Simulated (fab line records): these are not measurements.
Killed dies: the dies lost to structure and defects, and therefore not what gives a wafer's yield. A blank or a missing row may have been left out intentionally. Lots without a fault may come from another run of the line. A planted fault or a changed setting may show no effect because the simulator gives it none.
What tool caused it? | flow sky130 | route of 708 steps, sampled at 1 step: 7 lots, 21 wafers

WHAT EACH GAUGE READ, for each wafer
SKY_VIA1_THK_MEAS_01.
lot  | measured     | on            | VIA1_HDPCVD_THK (nm)
L401 | day 34 19:12 | film_metro-01 | 1015 1014 1038
L403 | day 35 17:50 | film_metro-01 | 1019 1025 1024
L409 | day 37 09:38 | film_metro-04 | 1033 1040 1048
L412 | day 38 04:23 | film_metro-04 | 1033 1035 1025
L413 | day 38 08:54 | film_metro-02 | 1038 1036 1036
L417 | day 39 09:00 | film_metro-04 | 1035 1033 1044
L419 | day 39 23:56 | film_metro-02 | 1032 1024 1040

TOOL THAT RAN EACH LOT (tool first, then ch and the chambers of the sampled wafers, then the start)
There is no process step in the record ahead of these readings.

THE ANSWER, worked out from the rows above alone
Rule: the usual values come from the lots themselves. Put in order of their means at a reading, lots are off if they are a third of the lots or fewer, leave a main group of 4 or more, and stand apart from it by a gap of 3 or more times the standard deviation of the main group's means; of several such gaps the widest counts. A main group is skipped when, at the precision printed for the reading in the tables above, its means are all equal. Also off: a lot with no number at a reading for which 4 or more lots have one. Any other lot the step has rows for is counted as sound.
Across all readings shown, no lot is off: no conclusion can be drawn from this.

WHAT THE SIMULATOR HAD PUT IN
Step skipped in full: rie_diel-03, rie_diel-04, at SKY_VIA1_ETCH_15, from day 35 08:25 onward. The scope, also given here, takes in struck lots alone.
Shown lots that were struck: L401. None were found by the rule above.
